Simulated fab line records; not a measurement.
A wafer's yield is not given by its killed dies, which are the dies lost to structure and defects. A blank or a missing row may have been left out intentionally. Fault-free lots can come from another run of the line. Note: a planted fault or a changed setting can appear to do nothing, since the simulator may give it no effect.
fab line records + flow sky130
record:
- lots: 14
- wafers: 42
- last_day: 50
route steps=708 shown VIA3@587 PASSIVATION@682 PAD_OPEN@701
lots that met no fault: taken from a fault-free run of the same line
start_h: start of the lot's first displayed wafer, in hours after the record's first day + wait_h: hours elapsed since this lot's preceding step + " identical to the entry in the row above + L1.1+2: several wafers, shown together as one row + - either no value or no given start + * or withheld: withheld + < > ~ a bound
route shown NAME@n: a module of which the file shows steps, and the number in the route of the first + usual: mean/standard deviation taken from wafers without a fault + same: alike in all rows + chamber/n: place in a boat + sites: the reading at each site + _std_site: how widely they spread, as a standard deviation + _edge_site: inner sites' mean taken away from outer sites' mean + radius_mm: how far each site lies from the wafer's centre + mask NAME#n: copy n + behind: tool/chamber where the wafer was last shaped + hold: cause of the lot's hold/its duration in hours/its outcome + device: which transistor (n, p or np) failed to switch + end of line: tests of these same wafers at the route's end + step lacking rows: just its recipe + killed: count of dies lost to structure and defects at first sort (not the wafer's yield) + map: dies across one wafer; x = killed, . = not, _ = none there
set.NAME: the run value of the setting; set.NAME@STEP: its run value at that earlier step + model.NAME: the simulator's own value behind a step, which no gauge read
the route's steps for a sample of lots (tables are steps, rows are wafers)
services: a tool's chamber out of use, with start hour (start_h, from the record's first day; less than 0 if before it), hours out, and reason
== steps ==
step: SKY_VIA3_ETCH_14
recipe:
- chemistry: N2/H2
- target: BARC
- ion_energy_ev: 200
- source_w: 500
- bias_w: 100
- pressure_mtorr: 30
- n2_flow_sccm: 100
- h2_flow_sccm: 200
- stop_on: SiO2
- time_s: 45.9
- target_depth_a: 600
usual:
- drypump_motor_current_A: 5.9/0.34
- h2_flow_sccm: 200.0/0.63
- oes_product_au: 0.855/0.0048
- throttle_valve_pct: 13.225/0.0084
| lot.wafer | tool        | chamber | start_h | wait_h | drypump_motor_current_A | h2_flow_sccm | oes_product_au | rf_hours_counter_h | throttle_valve_pct |
|-----------|-------------|---------|---------|--------|-------------------------|--------------|----------------|--------------------|--------------------|
| L186.2    | rie_diel-03 | 1       | 928.27  | 0.0    | 6.4                     | 201.7        | 0.854          | 10                 | 13.233             |
| L186.4    | "           | 3       | "       | "      | 5.2                     | 200.1        | 0.852          | -                  | 13.226             |
| L186.5    | "           | 1       | "       | "      | 6.4                     | 201.5        | 0.858          | -                  | 13.222             |
| L188.1    | rie_diel-01 | 2       | 948.17  | 0.0    | 5.5                     | 199.2        | 0.856          | 17                 | 13.236             |
| L188.2    | "           | 3       | "       | "      | 6.0                     | 199.5        | 0.852          | 8                  | 13.219             |
| L188.6    | "           | 1       | "       | "      | 5.4                     | 200.7        | 0.850          | -                  | 13.229             |
| L189.2    | rie_diel-03 | 3       | 960.72  | 0.0    | 5.2                     | 201.2        | 0.858          | 15                 | 13.229             |
| L189.5    | "           | 3       | "       | "      | 5.2                     | 199.5        | 0.850          | -                  | 13.228             |
| L189.6    | "           | 2       | "       | "      | 6.1                     | 200.1        | 0.855          | -                  | 13.223             |
| L190.1    | rie_diel-01 | 3       | 968.51  | 0.0    | 6.0                     | 199.7        | 0.856          | 9                  | 13.226             |
| L190.5    | "           | 3       | "       | "      | 6.0                     | 199.7        | 0.859          | -                  | 13.221             |
| L190.6    | "           | 0       | "       | "      | 5.5                     | 201.4        | 0.851          | -                  | 13.235             |
| L194.3    | rie_diel-01 | 0       | 989.91  | 0.0    | 5.6                     | 199.7        | 0.853          | 13                 | 13.225             |
| L194.4    | "           | 2       | "       | "      | 5.5                     | 201.0        | 0.856          | 19                 | 13.224             |
| L194.5    | "           | 2       | "       | "      | 5.5                     | 200.8        | 0.851          | -                  | 13.213             |
| L196.3    | rie_diel-02 | 2       | 1009.27 | 0.0    | 5.7                     | 200.9        | 0.851          | 30                 | 13.223             |
| L196.4    | "           | 3       | "       | "      | 6.2                     | 199.9        | 0.861          | 19                 | 13.228             |
| L196.5    | "           | 0       | "       | "      | 5.7                     | 199.5        | 0.855          | -                  | 13.222             |
| L197.2    | rie_diel-02 | 1       | 1010.36 | 0.0    | 6.0                     | 199.8        | 0.863          | 22                 | 13.226             |
| L197.3    | "           | 0       | "       | "      | 5.7                     | 199.0        | 0.856          | 18                 | 13.228             |
| L197.5    | "           | 1       | "       | "      | 6.0                     | 200.0        | 0.858          | -                  | 13.218             |
| L198.1    | rie_diel-02 | 2       | 1020.21 | 0.0    | 5.7                     | 199.8        | 0.853          | 30                 | 13.229             |
| L198.5    | "           | 0       | "       | "      | 5.7                     | 200.3        | 0.851          | -                  | 13.246             |
| L198.6    | "           | 1       | "       | "      | 6.0                     | 199.9        | 0.863          | -                  | 13.222             |
| L203.2    | rie_diel-03 | 0       | 1052.67 | 0.0    | 6.1                     | 199.6        | 0.855          | 4                  | 13.226             |
| L203.4    | "           | 1       | "       | "      | 6.5                     | 200.0        | 0.861          | 14                 | 13.220             |
| L203.6    | "           | 1       | "       | "      | 6.4                     | 199.6        | 0.857          | -                  | 13.231             |
| L204.1    | rie_diel-03 | 3       | 1058.31 | 0.0    | 5.2                     | 199.5        | 0.859          | 18                 | 13.241             |
| L204.4    | "           | 2       | "       | "      | 6.1                     | 200.2        | 0.855          | 6                  | 13.221             |
| L204.5    | "           | 2       | "       | "      | 6.1                     | 199.5        | 0.859          | -                  | 13.227             |
| L205.1    | rie_diel-02 | 1       | 1061.51 | 0.0    | 6.0                     | 200.6        | 0.852          | 24                 | 13.232             |
| L205.3    | "           | 3       | "       | "      | 6.2                     | 199.4        | 0.859          | 21                 | 13.223             |
| L205.6    | "           | 1       | "       | "      | 6.0                     | 200.6        | 0.852          | -                  | 13.212             |
| L206.2    | rie_diel-02 | 2       | 1063.01 | 0.0    | 5.7                     | 199.9        | 0.847          | 0                  | 13.217             |
| L206.3    | "           | 0       | "       | "      | 5.7                     | 200.6        | 0.859          | 19                 | 13.236             |
| L206.5    | "           | 3       | "       | "      | 6.2                     | 200.9        | 0.855          | -                  | 13.217             |
| L208.1    | rie_diel-01 | 0       | 1084.86 | 0.0    | 5.6                     | 200.4        | 0.852          | 16                 | 13.231             |
| L208.4    | "           | 1       | "       | "      | 5.4                     | 200.5        | 0.855          | 7                  | 13.220             |
| L208.6    | "           | 1       | "       | "      | 5.4                     | 200.1        | 0.856          | -                  | 13.226             |
| L209.1    | rie_diel-02 | 2       | 1094.61 | 0.0    | 5.8                     | 200.4        | 0.851          | 1                  | 13.210             |
| L209.4    | "           | 1       | "       | "      | 6.0                     | 200.1        | 0.862          | 25                 | 13.227             |
| L209.6    | "           | 3       | "       | "      | 6.1                     | 198.9        | 0.852          | -                  | 13.220             |
step: SKY_PASSIVATION_THK_MEAS_01
recipe:
- reads: SiO2_of_PASSIVATION_CVD_00
usual:
- PASSIVATION_CVD_00_THK: 89.9/1.1
| lot.wafer | tool          | chamber | start_h | wait_h | PASSIVATION_CVD_00_THK[nm] |
|-----------|---------------|---------|---------|--------|----------------------------|
| L186.2    | film_metro-03 | -       | 1030.66 | -      | 89.7                       |
| L186.4    | "             | -       | "       | "      | 92.3                       |
| L186.5    | "             | -       | "       | "      | 93.1                       |
| L188.1    | film_metro-02 | -       | 1048.58 | -      | 90.1                       |
| L188.2    | "             | -       | "       | "      | 88.7                       |
| L188.6    | "             | -       | "       | "      | 91.0                       |
| L189.2    | film_metro-01 | -       | 1059.25 | -      | 88.6                       |
| L189.5    | "             | -       | "       | "      | 90.2                       |
| L189.6    | "             | -       | "       | "      | 90.5                       |
| L190.1    | film_metro-01 | -       | 1066.96 | -      | 89.4                       |
| L190.5    | "             | -       | "       | "      | 90.0                       |
| L190.6    | "             | -       | "       | "      | 90.9                       |
| L194.3    | film_metro-02 | -       | 1085.84 | -      | 88.8                       |
| L194.4    | "             | -       | "       | "      | 91.6                       |
| L194.5    | "             | -       | "       | "      | 91.0                       |
| L196.3    | film_metro-01 | -       | 1100.91 | -      | 90.1                       |
| L196.4    | "             | -       | "       | "      | 91.1                       |
| L196.5    | "             | -       | "       | "      | 90.6                       |
| L197.2    | film_metro-03 | -       | 1102.75 | -      | 88.4                       |
| L197.3    | "             | -       | "       | "      | 88.0                       |
| L197.5    | "             | -       | "       | "      | 89.6                       |
| L198.1    | film_metro-02 | -       | 1111.99 | -      | 89.9                       |
| L198.5    | "             | -       | "       | "      | 91.4                       |
| L198.6    | "             | -       | "       | "      | 90.3                       |
| L203.2    | film_metro-01 | -       | 1140.20 | -      | 89.7                       |
| L203.4    | "             | -       | "       | "      | 89.6                       |
| L203.6    | "             | -       | "       | "      | 91.9                       |
| L204.1    | film_metro-02 | -       | 1144.85 | -      | 89.3                       |
| L204.4    | "             | -       | "       | "      | 90.9                       |
| L204.5    | "             | -       | "       | "      | 90.2                       |
| L205.1    | film_metro-01 | -       | 1148.64 | -      | 88.0                       |
| L205.3    | "             | -       | "       | "      | 88.9                       |
| L205.6    | "             | -       | "       | "      | 89.5                       |
| L206.2    | film_metro-03 | -       | 1150.55 | -      | 89.6                       |
| L206.3    | "             | -       | "       | "      | 89.8                       |
| L206.5    | "             | -       | "       | "      | 90.0                       |
| L208.1    | film_metro-02 | -       | 1168.23 | -      | 89.7                       |
| L208.4    | "             | -       | "       | "      | 90.3                       |
| L208.6    | "             | -       | "       | "      | 91.6                       |
| L209.1    | film_metro-03 | -       | 1176.88 | -      | 87.8                       |
| L209.4    | "             | -       | "       | "      | 91.4                       |
| L209.6    | "             | -       | "       | "      | 91.6                       |
step: SKY_PASSIVATION_DEVELOP_10
recipe:
- develop_time_s: 60
- dev_temp_c: 23
usual:
- chill_plate_temp_C: 23.03/0.11
- develop_time_s: 60/0
- developer_temp_C: 23.03/0.11
| lot.wafer | tool           | chamber | start_h | wait_h | chill_plate_temp_C | develop_time_s | developer_temp_C |
|-----------|----------------|---------|---------|--------|--------------------|----------------|------------------|
| L186.2    | litho_track-03 | 0       | 1052    | -      | 23.09              | 60             | 22.87            |
| L186.4    | "              | 0       | "       | "      | 23.04              | 60             | 23.07            |
| L186.5    | "              | 0       | "       | "      | 23.15              | 60             | 23.05            |
| L188.1    | litho_track-02 | 0       | 1069    | -      | 23.35              | 60             | 22.99            |
| L188.2    | "              | 0       | "       | "      | 23.05              | 60             | 22.82            |
| L188.6    | "              | 0       | 1070    | -      | 23.32              | 60             | 23.00            |
| L189.2    | litho_track-03 | 0       | 1080    | -      | 22.96              | 60             | 22.98            |
| L189.5    | "              | 0       | "       | "      | 23.10              | 60             | 22.80            |
| L189.6    | "              | 0       | "       | "      | 23.08              | 60             | 23.00            |
| L190.1    | litho_track-01 | 0       | 1087    | -      | 22.99              | 60             | 23.19            |
| L190.5    | "              | 0       | "       | "      | 23.03              | 60             | 23.20            |
| L190.6    | "              | 0       | "       | "      | 23.01              | 60             | 23.16            |
| L194.3    | litho_track-02 | 0       | 1106    | -      | 22.88              | 60             | 23.17            |
| L194.4    | "              | 0       | "       | "      | 22.91              | 60             | 22.98            |
| L194.5    | "              | 0       | "       | "      | 22.89              | 60             | 23.05            |
| L196.3    | litho_track-03 | -       | 1120    | -      | -                  | -              | -                |
| L196.4    | "              | -       | "       | "      | -                  | -              | -                |
| L196.5    | "              | -       | "       | "      | -                  | -              | -                |
| L197.2    | litho_track-03 | -       | 1121    | -      | -                  | -              | -                |
| L197.3    | "              | -       | 1122    | -      | -                  | -              | -                |
| L197.5    | "              | -       | "       | "      | -                  | -              | -                |
| L198.1    | litho_track-01 | 0       | 1131    | -      | 23.11              | 60             | 23.15            |
| L198.5    | "              | 0       | "       | "      | 23.13              | 60             | 23.04            |
| L198.6    | "              | 0       | "       | "      | 23.13              | 60             | 22.90            |
| L203.2    | litho_track-03 | 0       | 1158    | -      | 22.95              | 60             | 22.98            |
| L203.4    | "              | 0       | "       | "      | 23.23              | 60             | 22.90            |
| L203.6    | "              | 0       | "       | "      | 23.05              | 60             | 22.86            |
| L204.1    | litho_track-03 | 0       | 1162    | -      | 22.91              | 60             | 23.02            |
| L204.4    | "              | 0       | "       | "      | 22.95              | 60             | 23.08            |
| L204.5    | "              | 0       | "       | "      | 22.83              | 60             | 23.04            |
| L205.1    | litho_track-03 | 0       | 1165    | -      | 22.94              | 60             | 23.02            |
| L205.3    | "              | 0       | "       | "      | 22.95              | 60             | 22.99            |
| L205.6    | "              | 0       | "       | "      | 22.93              | 60             | 23.04            |
| L206.2    | litho_track-01 | 0       | 1168    | -      | 22.98              | 60             | 22.92            |
| L206.3    | "              | 0       | "       | "      | 23.00              | 60             | 23.03            |
| L206.5    | "              | 0       | "       | "      | 23.17              | 60             | 23.08            |
| L208.1    | litho_track-03 | 0       | 1185    | -      | 22.93              | 60             | 23.02            |
| L208.4    | "              | 0       | "       | "      | 23.07              | 60             | 22.91            |
| L208.6    | "              | 0       | "       | "      | 22.95              | 60             | 22.99            |
| L209.1    | litho_track-03 | 0       | 1193    | -      | 23.03              | 60             | 23.16            |
| L209.4    | "              | 0       | "       | "      | 23.02              | 60             | 23.05            |
| L209.6    | "              | 0       | "       | "      | 23.19              | 60             | 22.97            |
step: SKY_PAD_OPEN_ETCH_07
recipe:
- chemistry: CF4/O2
- target_depth_nm: 725
- stop_on: AlCu
- source_w: 800
- bias_w: 150
- pressure_mtorr: 150
- cf4_flow_sccm: 80
- O2_flow_sccm: 10
- time_s: 161.1
usual:
- drypump_motor_current_A: 5.8/0.36
- oes_product_au: 0.979/0.0066
- throttle_valve_pct: 5.965/0.0097
| lot.wafer | tool        | chamber | start_h | wait_h | drypump_motor_current_A | oes_product_au | rf_hours_counter_h | throttle_valve_pct |
|-----------|-------------|---------|---------|--------|-------------------------|----------------|--------------------|--------------------|
| L186.2    | rie_diel-03 | 1       | 1073.86 | -      | 6.4                     | 0.973          | 15                 | 5.962              |
| L186.4    | "           | 3       | "       | "      | 5.2                     | 0.991          | 19                 | 5.964              |
| L186.5    | "           | 2       | "       | "      | 6.0                     | 0.988          | -                  | 5.962              |
| L188.1    | rie_diel-01 | 2       | 1091.06 | -      | 5.5                     | 0.972          | 22                 | 5.965              |
| L188.2    | "           | 1       | "       | "      | 5.4                     | 0.974          | 7                  | 5.948              |
| L188.6    | "           | 3       | "       | "      | 6.0                     | 0.977          | -                  | 5.970              |
| L189.2    | rie_diel-01 | 2       | 1102.26 | -      | 5.5                     | 0.980          | 23                 | 5.958              |
| L189.5    | "           | 1       | "       | "      | 5.4                     | 0.981          | -                  | 5.970              |
| L189.6    | "           | 0       | "       | "      | 5.5                     | 0.983          | -                  | 5.973              |
| L190.1    | rie_diel-03 | 0       | 1108.53 | -      | 6.1                     | 0.978          | 6                  | 5.958              |
| L190.5    | "           | 1       | "       | "      | 6.4                     | 0.982          | -                  | 5.962              |
| L190.6    | "           | 0       | "       | "      | 6.1                     | 0.981          | -                  | 5.968              |
| L194.3    | rie_diel-02 | 0       | 1127.38 | -      | 5.7                     | 0.977          | 22                 | 5.955              |
| L194.4    | "           | 1       | "       | "      | 6.0                     | 0.979          | 26                 | 5.960              |
| L194.5    | "           | 1       | "       | "      | 6.0                     | 0.989          | -                  | 5.973              |
| L198.1    | rie_diel-03 | 0       | 1150.31 | -      | 6.1                     | 0.981          | 8                  | 5.974              |
| L198.5    | "           | 2       | "       | "      | 6.1                     | 0.983          | -                  | 5.960              |
| L198.6    | "           | 1       | "       | "      | 6.4                     | 0.983          | -                  | 5.957              |
| L203.2    | rie_diel-03 | 3       | 1176.61 | -      | 5.2                     | 0.973          | 23                 | 5.965              |
| L203.4    | "           | 1       | "       | "      | 6.4                     | 0.982          | 20                 | 5.953              |
| L203.6    | "           | 1       | "       | "      | 6.4                     | 0.982          | -                  | 5.943              |
| L204.1    | rie_diel-03 | 0       | 1179.88 | -      | 6.1                     | 0.980          | 9                  | 5.960              |
| L204.4    | "           | 3       | "       | "      | 5.2                     | 0.982          | 24                 | 5.969              |
| L204.5    | "           | 1       | "       | "      | 6.4                     | 0.982          | -                  | 5.988              |
| L205.1    | rie_diel-01 | 2       | 1182.36 | -      | 5.5                     | 0.981          | 25                 | 5.959              |
| L205.3    | "           | 3       | "       | "      | 6.0                     | 0.982          | 17                 | 5.983              |
| L205.6    | "           | 3       | "       | "      | 6.0                     | 0.973          | -                  | 5.974              |
| L206.2    | rie_diel-03 | 3       | 1184.86 | -      | 5.2                     | 0.978          | 24                 | 5.966              |
| L206.3    | "           | 2       | "       | "      | 6.0                     | 0.983          | 11                 | 5.975              |
| L206.5    | "           | 2       | "       | "      | 6.1                     | 0.980          | -                  | 5.963              |
| L208.1    | rie_diel-03 | 0       | 1201.16 | -      | 6.1                     | 0.973          | 10                 | 5.980              |
| L208.4    | "           | 1       | "       | "      | 6.4                     | 0.985          | 21                 | 5.971              |
| L208.6    | "           | 1       | "       | "      | 6.4                     | 0.991          | -                  | 5.974              |
| L209.1    | rie_diel-02 | 1       | 1208.51 | -      | 6.0                     | 0.966          | 29                 | 5.953              |
| L209.4    | "           | 2       | "       | "      | 5.7                     | 0.996          | 6                  | 5.961              |
| L209.6    | "           | 3       | "       | "      | 6.2                     | 0.980          | -                  | 5.962              |
== services ==
| tool        | chamber | start_h | hours | kind           |
|-------------|---------|---------|-------|----------------|
| rie_diel-03 | -       | 912.40  | 14.6  | pm             |
| rie_diel-02 | 3       | 913.22  | 3.4   | repair         |
| rie_diel-03 | 0       | 927.00  | -     | clean          |
| rie_diel-03 | 0       | 927.00  | 14.4  | scheduled_down |
| rie_diel-03 | 0       | 927.00  | 14.4  | vent_cycle     |
| rie_diel-03 | 2       | 934.23  | 3.7   | repair         |
| rie_diel-03 | -       | 955.93  | 1.2   | repair         |
| rie_diel-03 | 3       | 966.75  | 7.6   | repair         |
| rie_diel-02 | 2       | 988.96  | 4.2   | repair         |
| rie_diel-02 | 0       | 1002.51 | 5.0   | repair         |
| rie_diel-02 | 2       | 1036.04 | -     | clean          |
| rie_diel-02 | 2       | 1036.04 | 21.2  | scheduled_down |
| rie_diel-02 | 2       | 1036.04 | 21.2  | vent_cycle     |
| rie_diel-01 | 1       | 1048.36 | 14.6  | repair         |
| rie_diel-02 | -       | 1111.04 | 0.1   | repair         |
| rie_diel-02 | 1       | 1157.05 | 13.7  | repair         |
== key ==
first_sign:
- step: SKY_PASSIVATION_DEVELOP_10
- reading: tool_record
- direction: missing
effect none on later readings
met_at SKY_PASSIVATION_DEVELOP_10
struck_lots L196,L197
later_rows_left_out L196.3,L196.4,L196.5,L197.2,L197.3,L197.5
sort_left_out L196.3,L196.4,L196.5,L197.2,L197.3,L197.5
not_acting_at SKY_VIA3_ETCH_14,SKY_PASSIVATION_THK_MEAS_01,SKY_PAD_OPEN_ETCH_07
onset_between 1080 1120
fault:
- kind: skipped_step_whole
- tool: litho_track-03
- chamber: -
- onset_h: 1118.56
- steps: SKY_PASSIVATION_DEVELOP_10
- scope: struck_lots_only
sort_left_out: the simulated sort isn't trusted on such a fault, so these wafers' sort isn't shown, and their yield isn't known
later_rows_left_out: the simulator's readings of these wafers behind a module that went badly wrong aren't trusted and aren't shown, but for the sort
